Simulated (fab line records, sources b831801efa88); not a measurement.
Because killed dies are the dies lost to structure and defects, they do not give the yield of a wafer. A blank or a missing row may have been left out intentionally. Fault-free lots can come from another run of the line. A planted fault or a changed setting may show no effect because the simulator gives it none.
One fault seen from 2 desks    flow sky130    each desk holds nothing but its own numbers, with what lay behind them at the end

THE METROLOGY DESK
Means of the sampled wafers that have a number, per lot and without regard to the tool the lot ran on: this is what the gauges read. Any lot whose mean is over 4 standard deviations away from the usual mean is out of limits and marked OUT; that distance is given in the brackets.
Columns: A = cdNm at SKY_VIA3_CD_MEAS_12, usual 200.1 nm; B = VIA3_W_THK at SKY_VIA3_THK_MEAS_23, usual 397 nm; C = METAL4_OVL at SKY_METAL4_OVL_MEAS_14, usual -3 nm
lot   first seen here  A      B    C
L682  day 40 14:13     201.5  391  -10
L683  day 40 18:22     200.0  394  -2
L686  day 41 15:42     197.8  400  1
L688  day 42 06:28     201.9  398  -3
L692  day 43 12:31     201.3  404  3
L693  day 43 21:43     201.9  402  -3
L695  day 44 06:21     199.9  396  7
L698  day 44 21:10     199.2  392  -7
L699  day 45 11:43     196.8  407  5
L700  day 45 12:18     197.7  400  -5
L701  day 45 17:04     200.4  411  2
L703  day 46 10:10     201.7  404  -5
L702  day 46 15:10     199.6  407  -9
This desk's finding: nothing out of limits on any of the 13 lots.

AT THE TOOL OWNER'S DESK: plasmaAsher-02
The tool's own readings at SKY_CAP2M_STRIP_14 (strips in O2/N2): means of the sampled wafers that have a number, for each lot that ran on this tool. Any lot whose mean is over 4 standard deviations away from the usual mean is out of limits and marked OUT; that distance is given in the brackets.
Columns: A = drypumpMotorCurrentA at SKY_CAP2M_STRIP_14, usual 5.9 A; B = o2FlowSccm at SKY_CAP2M_STRIP_14, usual 3000 sccm; C = oesProductAu at SKY_CAP2M_STRIP_14, usual 0.710 a.u.; D = stripTimeToEndpointS at SKY_CAP2M_STRIP_14, usual 12.67 s
lot   first seen here  A    B               C      D
L682  day 41 15:47     5.7  2998            0.704  12.70
L683  day 41 20:11     5.3  2399 (-65) OUT  0.702  12.80
L688  day 43 07:55     5.0  2403 (-64) OUT  0.701  12.82
L699  day 46 11:02     5.7  3007            0.709  12.62
L700  day 46 12:18     5.4  2991            0.711  12.65
L701  day 46 16:10     5.4  3005            0.712  12.70
L702  day 47 13:22     5.3  3013            0.706  12.68
Finding of this desk: L683, L688 out of limits; the first was L683 at day 41 20:11, on o2FlowSccm at SKY_CAP2M_STRIP_14. L682, L699, L700, L701, L702 stayed within limits.

TAKEN TOGETHER
An alarm could have come from the tool owner's desk at day 41 20:11, on L683, L688.
From the metrology desk's view, nothing was out of limits.
The metrology desk has L683, L688 on record, within its limits.
All the named lots went through SKY_CAP2M_STRIP_14 on plasmaAsher-02.

WHAT THE SIMULATOR HAD PUT IN
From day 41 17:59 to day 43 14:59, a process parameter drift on plasmaAsher-02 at SKY_CAP2M_STRIP_14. Setting o2FlowSccm shifted by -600 from 3000. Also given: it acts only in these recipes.
Lots struck among those shown: L683, L688.
How many hours passed from the start of the fault until each desk's first out-of-limits reading: the tool owner's desk, 2.
